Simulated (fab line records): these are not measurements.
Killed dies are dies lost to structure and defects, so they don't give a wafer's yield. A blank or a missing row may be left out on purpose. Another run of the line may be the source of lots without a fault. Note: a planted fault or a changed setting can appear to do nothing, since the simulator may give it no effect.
Which of the tools did it? -- flow sky130 -- 14 lots with 42 wafers sampled at 4 steps, on a route of 708 steps

WHAT THE GAUGES SHOWED, per wafer
SKY_SD_N_RS_MEAS_16: the measuring method here is four-point-probe. Usual: for SD_N_RS the level is 68.62 ohm/sq and the standard deviation is 0.12.
lot,measured,on,SD_N_RS (ohm/sq),flag
L634,day 27 09:47,film_metro-01,68.58 68.78 68.67,
L636,day 28 12:13,film_metro-02,68.62 68.65 68.50,
L638,day 28 19:17,film_metro-01,68.58 68.36 68.70,
L640,day 31 07:11,film_metro-03,68.71 68.60 68.55,
L641,day 31 07:33,film_metro-01,68.59 68.60 68.48,
L643,day 31 10:20,film_metro-01,68.46 68.58 68.55,
L646,day 31 20:32,film_metro-02,68.45 68.63 68.47,
L648,day 32 06:01,film_metro-02,68.59 68.66 68.77,
L647,day 32 06:19,film_metro-01,59.01 59.10 58.86,OFF
L650,day 33 03:55,film_metro-03,58.96 59.13 58.97,OFF
L652,day 35 00:19,film_metro-03,68.54 68.61 68.51,
L654,day 35 04:29,film_metro-01,68.81 68.57 68.61,
L653,day 35 07:20,film_metro-02,68.76 68.67 68.61,
L657,day 35 08:56,film_metro-03,68.70 68.71 68.58,

SKY_SD_N_RS_MEAS_17: the measuring method here is four-point-probe. Usual: for SD_P_RS the level is 147.3 ohm/sq and the standard deviation is 0.39.
lot,measured,on,SD_P_RS (ohm/sq),flag
L634,day 27 09:55,film_metro-01,147.9 147.5 148.0,
L636,day 28 12:20,film_metro-02,147.0 147.2 147.1,
L638,day 28 19:25,film_metro-01,146.9 147.0 147.4,
L640,day 31 07:19,film_metro-03,147.3 147.5 147.3,
L641,day 31 07:40,film_metro-01,146.9 146.5 146.3,
L643,day 31 10:28,film_metro-01,147.0 146.8 146.9,
L646,day 31 20:40,film_metro-02,146.6 146.7 147.0,
L648,day 32 06:08,film_metro-02,146.9 147.2 147.2,
L647,day 32 06:26,film_metro-01,101.2 101.3 101.1,OFF
L650,day 33 04:02,film_metro-03,100.8 101.2 100.7,OFF
L652,day 35 00:26,film_metro-03,147.6 147.3 147.4,
L654,day 35 04:37,film_metro-01,147.3 147.5 147.4,
L653,day 35 07:28,film_metro-02,148.2 147.5 147.6,
L657,day 35 09:04,film_metro-03,147.8 147.7 147.5,

SKY_SD_N_RS_MEAS_18: the measuring method here is four-point-probe. Usual: for RES_XHIGH_RS the level is 333.4 ohm/sq and the standard deviation is 1.
lot,measured,on,RES_XHIGH_RS (ohm/sq),flag
L634,day 27 10:02,film_metro-01,334.1 334.1 334.4,
L636,day 28 12:27,film_metro-02,333.0 332.5 333.5,
L638,day 28 19:32,film_metro-01,332.7 334.3 333.1,
L640,day 31 07:26,film_metro-03,334.1 334.3 333.3,
L641,day 31 07:47,film_metro-01,334.4 334.5 334.2,
L643,day 31 10:35,film_metro-01,331.8 332.6 331.3,
L646,day 31 20:47,film_metro-02,334.0 333.9 334.5,
L648,day 32 06:15,film_metro-02,334.6 334.6 334.8,
L647,day 32 06:33,film_metro-01,330.0 330.4 329.9,OFF
L650,day 33 04:09,film_metro-03,327.9 327.9 328.1,OFF
L652,day 35 00:33,film_metro-03,333.9 334.3 334.2,
L654,day 35 04:44,film_metro-01,333.9 334.6 334.2,
L653,day 35 07:35,film_metro-02,331.8 332.1 332.7,
L657,day 35 09:11,film_metro-03,334.2 334.0 333.7,

EACH LOT AND THE TOOL THAT RAN IT (in order: tool; ch and the chambers of the sampled wafers; start)
lot,SKY_SD_N_RTA_14
L634,"rtp_anneal-02 ch 0, day 27 09:37"
L636,"rtp_anneal-02 ch 0, day 28 12:02"
L638,"rtp_anneal-02 ch 0, day 28 19:07"
L640,"rtp_anneal-02 ch 0, day 31 07:01"
L641,"rtp_anneal-01 ch 0, day 31 07:21"
L643,"rtp_anneal-02 ch 0, day 31 10:10"
L646,"rtp_anneal-02 ch 0, day 31 20:22"
L648,"rtp_anneal-01 ch 0, day 32 05:49"
L647,"rtp_anneal-02 ch 0, day 32 06:07"
L650,"rtp_anneal-02 ch 0, day 33 03:43"
L652,"rtp_anneal-01 ch 0, day 35 00:08"
L654,"rtp_anneal-01 ch 0, day 35 04:19"
L653,"rtp_anneal-01 ch 0, day 35 07:10"
L657,"rtp_anneal-01 ch 0, day 35 08:46"
- SKY_SD_N_RTA_14: time 2 s.

WHAT THE TOOLS THEMSELVES READ (means of the sampled wafers that have a number; where no wafer has one, the mark that the record gives instead)
SKY_SD_N_RTA_14. Usual: lamp_power_pct 15.74 %, standard deviation 0.051; wafer_temp_C_max 1078.2, standard deviation 1.6.
lot,tool,lamp_power_pct (%),wafer_temp_C_max,flag
L634,rtp_anneal-02,15.75,1077.8,
L636,rtp_anneal-02,15.73,1078.4,
L638,rtp_anneal-02,15.78,1077.2,
L640,rtp_anneal-02,15.66,1078.6,
L641,rtp_anneal-01,15.73,1079.5,
L643,rtp_anneal-02,15.73,1080.1,
L646,rtp_anneal-02,15.73,1078.0,
L648,rtp_anneal-01,15.77,1077.9,
L647,rtp_anneal-02,16.84,1129.4,OFF
L650,rtp_anneal-02,16.92,1130.2,OFF
L652,rtp_anneal-01,15.69,1077.4,
L654,rtp_anneal-01,15.70,1078.9,
L653,rtp_anneal-01,15.76,1079.1,
L657,rtp_anneal-01,15.70,1077.7,

THE ANSWER, worked out from the rows above alone
Rule: take the mean of a lot's wafers that have a number; if it is more than 3 standard deviations from the usual mean, the lot is off. A lot without any number at a reading at which 4 lots or more have one is off too. All remaining lots with rows at the step are treated as sound. Order of review: gauges by route order, followed by the tools' own readings, for which a lot's mean as printed above is used. The first step at which some lot is off is used, and at that step the reading that is off furthest; a lot without a number counts as furthest.
Off: L647, L650, at SKY_SD_N_RS_MEAS_16 (SD_N_RS).
A tool fits if, at a process step before that reading, it ran every lot that is off, and no sound lot after the first of them. The gauges at SKY_SD_N_RS_MEAS_16 aren't tried: what is off there is off at SKY_SD_N_RTA_14 too, on other tools, and a gauge's error can't cause that. One candidate fits, namely rtp_anneal-02 at SKY_SD_N_RTA_14. A fault onset in the window from L646 (day 31 20:22, its last sound lot) to L647 (day 32 06:07, its first lot off) fits.
The tool's own readings at SKY_SD_N_RTA_14 bear it out: on the lots that are off they differ by more than 5 times the standard deviation of the sound lots' means. lamp_power_pct reads 16.88 % there against 15.73 % on the sound lots; wafer_temp_C_max reads 1129.8 there against 1078.4 on the sound lots.

WHAT THE SIMULATOR PUT IN
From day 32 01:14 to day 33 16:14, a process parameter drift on rtp_anneal-02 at SKY_SD_N_RTA_14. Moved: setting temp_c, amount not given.
Lots struck among those shown: L647, L650. This agrees with what the rule above found.
